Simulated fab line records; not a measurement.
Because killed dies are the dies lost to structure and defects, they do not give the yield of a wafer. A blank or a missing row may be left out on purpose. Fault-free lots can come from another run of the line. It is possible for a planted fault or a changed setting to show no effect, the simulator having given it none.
fab line records + flow gf180mcu
[record]
- lots = 14
- wafers = 42
- last-day = 34
route steps=602 shown V3@451 V4@477 MIM@505
lots with no fault: from the same line, run without faults
start-h: the number of hours between the record's first day and the start of the first shown wafer of the lot + wait-h: hours elapsed since this lot's preceding step + " unchanged from the row above + L1.1+2: several wafers, shown together as one row + - value missing, or start not given + * or withheld: withheld + < > ~ a bound
route shown NAME@n: names a module that has steps shown in the file, with the first one's number in the route + usual: mean/standard deviation taken from wafers without a fault + same: alike in all rows + chamber/n: place in a boat + sites: each site's reading + _std_site: standard deviation across them + _edge_site: mean of outer sites minus mean of inner sites + radius-mm: how far each site lies from the wafer's centre + mask NAME#n: copy n + behind: the last tool/chamber to shape the wafer + hold: why the lot went on hold/how many hours it stayed there/how the hold came to an end + device: the n, p or np transistor that did not switch + end of line: at the end of the route, the tests of the same wafers + a step with no rows: only its recipe + killed: count of dies lost to structure and defects at first sort (not the wafer's yield) + map: the dies of a wafer, with x for killed, . for not killed, _ for no die there
set.NAME: setting as actually run; set.NAME@STEP: the setting as run at that earlier step + model.NAME: the simulator's own value behind a step, which no gauge read
route steps across a sampled set of lots; one table per step, one row per wafer
services: the hour from which a tool's chamber was out of use, counted from the record's first day as start-h (under 0 if before that day), plus the number of hours and why
[[steps]]
[step GF_V3_SPUTTER_22]
[recipe]
- material = TiN
- target-thk-nm = 10
- chamber-pressure-pa = 5
- power-w = 4000
- time-s = 40
[usual]
- chamber-pressure-pa = 5.001/0.011
- throttle-valve-pct = 30.5/1
[same]
- time-s = 40
| lot.wafer | tool           | chamber | start-h | wait-h | chamber-pressure-pa | throttle-valve-pct |
|-----------|----------------|---------|---------|--------|---------------------|--------------------|
| L775.4    | pvd-sputter-02 | -       | 518.87  | 0.0    | 4.977               | 27.8               |
| L775.5    | "              | -       | "       | "      | 5.000               | 28.9               |
| L775.6    | "              | -       | "       | "      | 4.990               | 32.1               |
| L776.1    | pvd-sputter-02 | -       | 526.19  | 0.0    | 5.001               | 32.1               |
| L776.2    | "              | -       | "       | "      | 5.006               | 27.9               |
| L776.4    | "              | -       | "       | "      | 4.998               | 31.0               |
| L780.1    | pvd-sputter-04 | -       | 563.93  | 0.0    | 5.019               | 29.2               |
| L780.2    | "              | -       | "       | "      | 5.007               | 30.2               |
| L780.3    | "              | -       | "       | "      | 5.004               | 30.3               |
| L781.1    | pvd-sputter-01 | -       | 569.76  | 0.0    | 5.003               | 31.2               |
| L781.4    | "              | -       | "       | "      | 5.006               | 31.1               |
| L781.6    | "              | -       | "       | "      | 4.988               | 30.6               |
| L782.1    | pvd-sputter-04 | -       | 585.26  | 0.0    | 5.017               | 29.4               |
| L782.2    | "              | -       | "       | "      | 5.001               | 30.0               |
| L782.4    | "              | -       | "       | "      | 4.995               | 31.9               |
| L783.2    | pvd-sputter-01 | -       | 592.82  | 0.0    | 5.009               | 31.1               |
| L783.3    | "              | -       | "       | "      | 5.006               | 30.5               |
| L783.4    | "              | -       | "       | "      | 4.997               | 31.0               |
| L784.1    | pvd-sputter-02 | -       | 601.93  | 0.0    | 4.973               | 32.3               |
| L784.4    | "              | -       | "       | "      | 5.000               | 31.2               |
| L784.6    | "              | -       | "       | "      | 5.002               | 28.0               |
| L785.3    | pvd-sputter-04 | -       | 605.45  | 0.0    | 5.004               | 31.9               |
| L785.4    | "              | -       | "       | "      | 5.008               | 30.2               |
| L785.5    | "              | -       | "       | "      | 5.006               | 30.0               |
| L786.2    | pvd-sputter-01 | -       | 615.79  | 0.0    | 4.991               | 31.2               |
| L786.5    | "              | -       | "       | "      | 4.984               | 31.5               |
| L786.6    | "              | -       | "       | "      | 5.010               | 31.1               |
| L794.1    | pvd-sputter-04 | -       | 672.40  | 0.0    | 4.983               | 30.0               |
| L794.2    | "              | -       | "       | "      | 4.996               | 31.8               |
| L794.5    | "              | -       | "       | "      | 4.998               | 30.1               |
| L795.3    | pvd-sputter-02 | -       | 675.75  | 0.0    | 4.988               | 27.9               |
| L795.4    | "              | -       | "       | "      | 4.983               | 31.1               |
| L795.5    | "              | -       | "       | "      | 4.998               | 28.6               |
| L796.1    | pvd-sputter-04 | -       | 684.81  | 0.0    | 4.999               | 30.1               |
| L796.4    | "              | -       | "       | "      | 5.011               | 30.2               |
| L796.5    | "              | -       | "       | "      | 4.995               | 30.1               |
| L797.3    | pvd-sputter-01 | -       | 689.52  | 0.0    | 5.009               | 31.0               |
| L797.5    | "              | -       | "       | "      | 5.015               | 30.8               |
| L797.6    | "              | -       | "       | "      | 5.012               | 31.1               |
| L798.2    | pvd-sputter-04 | -       | 696.50  | 0.0    | 5.001               | 30.0               |
| L798.5    | "              | -       | "       | "      | 5.000               | 31.8               |
| L798.6    | "              | -       | "       | "      | 5.013               | 29.9               |
[step GF_V4_THK_MEAS_01]
[recipe]
- reads = SiO2_of_V4_CVD_00
[usual]
- V4_CVD_00_THK = 602/5.4
| lot.wafer | tool          | chamber | start-h | wait-h | V4_CVD_00_THK[nm] |
|-----------|---------------|---------|---------|--------|-------------------|
| L775.4    | film-metro-03 | -       | 543.13  | 0.0    | 599               |
| L775.5    | "             | -       | "       | "      | 599               |
| L775.6    | "             | -       | "       | "      | 592               |
| L776.1    | film-metro-03 | -       | 550.76  | 0.0    | 593               |
| L776.2    | "             | -       | "       | "      | 593               |
| L776.4    | "             | -       | "       | "      | 595               |
| L780.1    | film-metro-04 | -       | 587.22  | 0.0    | 609               |
| L780.2    | "             | -       | "       | "      | 602               |
| L780.3    | "             | -       | "       | "      | 601               |
| L781.1    | film-metro-03 | -       | 593.71  | 0.0    | 609               |
| L781.4    | "             | -       | "       | "      | 605               |
| L781.6    | "             | -       | "       | "      | 602               |
| L782.1    | film-metro-03 | -       | 608.40  | 0.0    | 604               |
| L782.2    | "             | -       | "       | "      | 600               |
| L782.4    | "             | -       | "       | "      | 597               |
| L783.2    | film-metro-01 | -       | 615.42  | 0.0    | 609               |
| L783.3    | "             | -       | "       | "      | 606               |
| L783.4    | "             | -       | "       | "      | 611               |
| L784.1    | film-metro-03 | -       | 624.90  | 0.0    | 600               |
| L784.4    | "             | -       | "       | "      | 599               |
| L784.6    | "             | -       | "       | "      | 600               |
| L785.3    | film-metro-03 | -       | 628.27  | 0.1    | 606               |
| L785.4    | "             | -       | "       | "      | 614               |
| L785.5    | "             | -       | "       | "      | 609               |
| L786.2    | film-metro-01 | -       | 638.33  | 0.0    | 599               |
| L786.5    | "             | -       | "       | "      | 599               |
| L786.6    | "             | -       | "       | "      | 603               |
| L794.1    | film-metro-03 | -       | 692.67  | 0.0    | 609               |
| L794.2    | "             | -       | "       | "      | 610               |
| L794.5    | "             | -       | "       | "      | 607               |
| L795.3    | film-metro-03 | -       | 695.92  | 0.1    | 600               |
| L795.4    | "             | -       | "       | "      | 598               |
| L795.5    | "             | -       | "       | "      | 600               |
| L796.1    | film-metro-04 | -       | 705.45  | 0.0    | 601               |
| L796.4    | "             | -       | "       | "      | 610               |
| L796.5    | "             | -       | "       | "      | 601               |
| L797.3    | film-metro-03 | -       | 710.36  | 0.1    | 603               |
| L797.5    | "             | -       | "       | "      | 603               |
| L797.6    | "             | -       | "       | "      | 605               |
| L798.2    | film-metro-03 | -       | 716.49  | 0.0    | 606               |
| L798.5    | "             | -       | "       | "      | 605               |
| L798.6    | "             | -       | "       | "      | 600               |
[step GF_V4_CMP_04]
[recipe]
- material = SiO2
- down-force-psi = 4
- platen-rpm = 60
- pad-velocity-m-s = 0.94248
[usual]
- motor-current-A = 11.9/1.4
- time-to-endpoint-s = 83/4.9
| lot.wafer | tool   | chamber | start-h | wait-h | motor-current-A | time-to-endpoint-s |
|-----------|--------|---------|---------|--------|-----------------|--------------------|
| L775.4    | cmp-01 | 3       | 543.44  | 0.2    | 14.3            | 89                 |
| L775.5    | "      | 0       | "       | "      | 10.3            | 84                 |
| L775.6    | "      | 1       | "       | "      | 11.0            | 88                 |
| L776.1    | cmp-01 | 2       | 551.00  | 0.1    | 12.6            | 80                 |
| L776.2    | "      | 3       | "       | "      | 13.3            | 81                 |
| L776.4    | "      | 0       | "       | "      | 10.4            | 81                 |
| L780.2    | cmp-01 | 2       | 587.41  | 0.0    | 12.3            | 76                 |
| L780.1    | "      | 3       | "       | "      | 14.9            | 74                 |
| L780.3    | "      | 1       | "       | "      | 12.2            | 77                 |
| L781.1    | cmp-02 | 1       | 593.95  | 0.1    | 12.2            | 87                 |
| L781.4    | "      | 3       | "       | "      | 9.8             | 85                 |
| L781.6    | "      | 0       | "       | "      | 11.6            | 88                 |
| L782.2    | cmp-01 | 2       | 608.59  | 0.0    | 12.1            | 76                 |
| L782.4    | "      | 0       | "       | "      | 10.0            | 85                 |
| L782.1    | "      | 1       | "       | "      | 11.8            | 77                 |
| L783.4    | cmp-02 | 3       | 615.60  | 0.0    | 9.7             | 85                 |
| L783.2    | "      | 0       | "       | "      | 11.5            | 85                 |
| L783.3    | "      | 2       | "       | "      | 12.5            | 86                 |
| L784.4    | cmp-02 | 3       | 625.19  | 0.1    | 10.1            | 22                 |
| L784.1    | "      | 0       | "       | "      | 11.4            | 20                 |
| L784.6    | "      | 2       | "       | "      | 12.7            | 24                 |
| L785.4    | cmp-02 | 2       | 628.44  | 0.0    | 12.8            | 23                 |
| L785.3    | "      | 3       | "       | "      | 9.7             | 14                 |
| L785.5    | "      | 3       | "       | "      | 9.8             | 21                 |
| L786.2    | cmp-01 | 0       | 638.65  | 0.2    | 10.8            | 81                 |
| L786.6    | "      | 3       | "       | "      | 13.7            | 80                 |
| L786.5    | "      | 0       | "       | "      | 9.9             | 80                 |
| L794.2    | cmp-02 | 3       | 692.91  | 0.1    | 10.1            | 83                 |
| L794.1    | "      | 1       | "       | "      | 12.9            | 89                 |
| L794.5    | "      | 2       | "       | "      | 12.1            | 88                 |
| L795.3    | cmp-01 | 3       | 696.19  | 0.1    | 14.0            | 82                 |
| L795.4    | "      | 0       | "       | "      | 10.5            | 83                 |
| L795.5    | "      | 2       | "       | "      | 13.0            | 88                 |
| L796.1    | cmp-01 | 2       | 705.64  | 0.1    | 12.0            | 79                 |
| L796.4    | "      | 1       | "       | "      | 12.1            | 84                 |
| L796.5    | "      | 2       | "       | "      | 12.9            | 88                 |
| L797.3    | cmp-02 | 0       | 711.24  | 0.7    | 11.0            | 85                 |
| L797.6    | "      | 1       | "       | "      | 12.9            | 92                 |
| L797.5    | "      | 2       | "       | "      | 12.5            | 100                |
| L798.2    | cmp-01 | 1       | 716.88  | 0.3    | 12.0            | 83                 |
| L798.5    | "      | 3       | "       | "      | 14.8            | 82                 |
| L798.6    | "      | 0       | "       | "      | 10.3            | 84                 |
[step GF_V4_ETCH_17]
[recipe]
- chemistry = C4F8/O2/Ar
- mask-material = KrF
- target = SiO2
- stop-on = TiN
- source-w = 1500
- bias-w = 1200
- pressure-mtorr = 40
- c4f8-flow-sccm = withheld
- O2_flow_sccm = 6
- Ar_flow_sccm = 300
- time-s = withheld
- target-depth-a = 6300
[usual]
- oes-product-au = 0.856/0.0048
| lot.wafer | tool        | chamber | start-h | wait-h | oes-product-au |
|-----------|-------------|---------|---------|--------|----------------|
| L775.4    | rie-diel-01 | 1       | -       | -      | 0.862          |
| L775.5    | "           | 3       | "       | "      | 0.854          |
| L775.6    | "           | 2       | "       | "      | 0.859          |
| L776.1    | rie-diel-01 | 0       | -       | -      | 0.860          |
| L776.2    | "           | 3       | "       | "      | 0.861          |
| L776.4    | "           | 2       | "       | "      | 0.865          |
| L780.1    | rie-diel-04 | 2       | -       | -      | 0.849          |
| L780.2    | "           | 0       | "       | "      | 0.851          |
| L780.3    | "           | 1       | "       | "      | 0.857          |
| L781.1    | rie-diel-04 | 3       | -       | -      | 0.859          |
| L781.4    | "           | 2       | "       | "      | 0.852          |
| L781.6    | "           | 3       | "       | "      | 0.856          |
| L782.1    | rie-diel-03 | 1       | -       | -      | 0.855          |
| L782.2    | "           | 3       | "       | "      | 0.850          |
| L782.4    | "           | 3       | "       | "      | 0.849          |
| L783.2    | rie-diel-03 | 1       | -       | -      | 0.857          |
| L783.3    | "           | 3       | "       | "      | 0.849          |
| L783.4    | "           | 3       | "       | "      | 0.861          |
| L784.1    | rie-diel-01 | 0       | -       | -      | 0.975          |
| L784.4    | "           | 1       | "       | "      | 0.969          |
| L784.6    | "           | 2       | "       | "      | 0.971          |
| L785.3    | rie-diel-04 | 0       | -       | -      | 0.969          |
| L785.4    | "           | 3       | "       | "      | 0.973          |
| L785.5    | "           | 0       | "       | "      | 0.974          |
| L786.2    | rie-diel-03 | 2       | -       | -      | 0.846          |
| L786.5    | "           | 2       | "       | "      | 0.859          |
| L786.6    | "           | 3       | "       | "      | 0.859          |
| L794.1    | rie-diel-04 | 3       | -       | -      | 0.856          |
| L794.2    | "           | 1       | "       | "      | 0.854          |
| L794.5    | "           | 0       | "       | "      | 0.854          |
| L795.3    | rie-diel-03 | 1       | -       | -      | 0.854          |
| L795.4    | "           | 3       | "       | "      | 0.851          |
| L795.5    | "           | 1       | "       | "      | 0.856          |
| L796.1    | rie-diel-03 | 1       | -       | -      | 0.856          |
| L796.4    | "           | 2       | "       | "      | 0.857          |
| L796.5    | "           | 1       | "       | "      | 0.850          |
| L797.3    | rie-diel-04 | 2       | -       | -      | 0.849          |
| L797.5    | "           | 1       | "       | "      | 0.867          |
| L797.6    | "           | 0       | "       | "      | 0.860          |
| L798.2    | rie-diel-01 | 2       | -       | -      | 0.857          |
| L798.5    | "           | 2       | "       | "      | 0.849          |
| L798.6    | "           | 1       | "       | "      | 0.857          |
[step GF_MIM_SPUTTER_02]
[recipe]
- material = AlCu
- target-thk-nm = 450
- power-w = 10600
- time-s = 23.9
- chamber-pressure-pa = 0.4
[usual]
- chamber-pressure-pa = 0.3999/0.00077
- throttle-valve-pct = 30.5/1.2
[same]
- time-s = 23.9
| lot.wafer | tool           | chamber | start-h | wait-h | chamber-pressure-pa | throttle-valve-pct |
|-----------|----------------|---------|---------|--------|---------------------|--------------------|
| L775.4    | pvd-sputter-03 | -       | 567.94  | 0.0    | 0.4007              | 29.1               |
| L775.5    | "              | -       | "       | "      | 0.3999              | 30.5               |
| L775.6    | "              | -       | "       | "      | 0.4013              | 31.4               |
| L776.1    | pvd-sputter-03 | -       | 575.05  | 0.0    | 0.3998              | 31.8               |
| L776.2    | "              | -       | "       | "      | 0.3993              | 28.9               |
| L776.4    | "              | -       | "       | "      | 0.3984              | 30.7               |
| L780.1    | pvd-sputter-02 | -       | 610.88  | 0.0    | 0.3998              | 30.8               |
| L780.2    | "              | -       | "       | "      | 0.3994              | 28.6               |
| L780.3    | "              | -       | "       | "      | 0.4003              | 32.2               |
| L781.1    | pvd-sputter-01 | -       | 617.14  | 0.0    | 0.4005              | 30.3               |
| L781.4    | "              | -       | "       | "      | 0.3996              | 31.1               |
| L781.6    | "              | -       | "       | "      | 0.4000              | 31.0               |
| L782.1    | pvd-sputter-03 | -       | 630.86  | 0.0    | 0.4007              | 31.6               |
| L782.2    | "              | -       | "       | "      | 0.3993              | 31.0               |
| L782.4    | "              | -       | "       | "      | 0.3999              | 28.9               |
| L783.2    | pvd-sputter-02 | -       | 638.73  | 0.0    | 0.3996              | 32.3               |
| L783.3    | "              | -       | "       | "      | 0.4011              | 28.9               |
| L783.4    | "              | -       | "       | "      | 0.3986              | 31.1               |
| L784.1    | pvd-sputter-01 | -       | 646.79  | 0.0    | 0.3997              | 30.6               |
| L784.4    | "              | -       | "       | "      | 0.3990              | 31.0               |
| L784.6    | "              | -       | "       | "      | 0.3999              | 31.1               |
| L785.3    | pvd-sputter-02 | -       | 651.04  | 0.0    | 0.3997              | 32.2               |
| L785.4    | "              | -       | "       | "      | 0.3996              | 32.1               |
| L785.5    | "              | -       | "       | "      | 0.4000              | 28.8               |
| L786.2    | pvd-sputter-02 | -       | 660.81  | 0.0    | 0.4001              | 31.1               |
| L786.5    | "              | -       | "       | "      | 0.4008              | 32.4               |
| L786.6    | "              | -       | "       | "      | 0.4015              | 29.0               |
| L794.1    | pvd-sputter-02 | -       | 712.72  | 0.0    | 0.3992              | 31.1               |
| L794.2    | "              | -       | "       | "      | 0.3994              | 28.1               |
| L794.5    | "              | -       | "       | "      | 0.3986              | 29.1               |
| L795.3    | pvd-sputter-01 | -       | 716.64  | 0.0    | 0.3999              | 30.7               |
| L795.4    | "              | -       | "       | "      | 0.3987              | 30.7               |
| L795.5    | "              | -       | "       | "      | 0.3997              | 31.4               |
| L796.1    | pvd-sputter-03 | -       | 725.15  | 0.0    | 0.3987              | 31.6               |
| L796.4    | "              | -       | "       | "      | 0.4005              | 31.2               |
| L796.5    | "              | -       | "       | "      | 0.4001              | 29.1               |
| L797.3    | pvd-sputter-03 | -       | 731.33  | 0.0    | 0.4012              | 30.6               |
| L797.5    | "              | -       | "       | "      | 0.3997              | 31.2               |
| L797.6    | "              | -       | "       | "      | 0.4010              | 30.4               |
| L798.2    | pvd-sputter-03 | -       | 737.10  | 0.0    | 0.3998              | 31.6               |
| L798.5    | "              | -       | "       | "      | 0.4007              | 29.0               |
| L798.6    | "              | -       | "       | "      | 0.4004              | 31.2               |
[[services]]
| tool           | chamber | start-h | hours | kind   |
|----------------|---------|---------|-------|--------|
| rie-diel-04    | 2       | 496.00  | 4.5   | repair |
| cmp-02         | -       | 497.50  | 0.8   | repair |
| rie-diel-03    | 2       | 511.02  | 2.8   | repair |
| cmp-02         | -       | 513.11  | 0.2   | repair |
| rie-diel-03    | 2       | 517.35  | 3.7   | repair |
| cmp-01         | -       | 519.34  | 0.7   | repair |
| cmp-01         | -       | 523.45  | 0.3   | repair |
| pvd-sputter-04 | -       | 529.06  | 0.5   | repair |
| cmp-02         | -       | 538.80  | 5.5   | pm     |
| cmp-02         | -       | 558.78  | 2.4   | repair |
| pvd-sputter-02 | -       | 570.33  | 1.1   | repair |
| cmp-01         | -       | 572.05  | 4.0   | pm     |
| pvd-sputter-01 | -       | 575.77  | 1.7   | repair |
| pvd-sputter-02 | -       | 587.07  | 2.3   | repair |
| cmp-01         | -       | 591.01  | 0.5   | repair |
| cmp-01         | -       | 601.76  | 2.0   | repair |
| cmp-02         | -       | 612.09  | 0.8   | repair |
| cmp-01         | -       | 622.45  | 6.4   | pm     |
| cmp-02         | -       | 639.63  | 5.3   | pm     |
| cmp-01         | -       | 657.62  | 4.3   | repair |
| pvd-sputter-03 | -       | 658.35  | 2.7   | repair |
| pvd-sputter-01 | -       | 664.14  | 4.2   | repair |
| cmp-02         | -       | 665.47  | 0.9   | repair |
| cmp-01         | -       | 709.52  | 7.0   | pm     |
[[key]]
[first-sign]
- step = GF_V4_CMP_04
- reading = time-to-endpoint-s
- direction = down
- sigmas = 13
- usual = *
- struck = *
[effect]
- step = GF_V4_ETCH_17
- reading = oes-product-au
- direction = up
- sigmas = 24
- usual = 0.856
- struck = 0.972
met-at GF_V4_CMP_04
struck-lots L784,L785
sort-left-out L784.1,L784.4,L784.6,L785.3,L785.4,L785.5
not-acting-at GF_V3_SPUTTER_22,GF_V4_THK_MEAS_01,GF_MIM_SPUTTER_02
onset-between 615.60 625.19
[fault]
- kind = process-parameter-drift
- tool = cmp-02
- chamber = -
- onset-h = 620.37
- steps = GF_V4_CMP_04
- channel = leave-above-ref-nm
- offset = 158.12
- shape = step
- end-h = 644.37
- acts-in = these-recipes-only
- stated = 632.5
// sort-left-out: the simulated sort isn't trusted on such a fault, so these wafers' sort isn't shown, and their yield isn't known
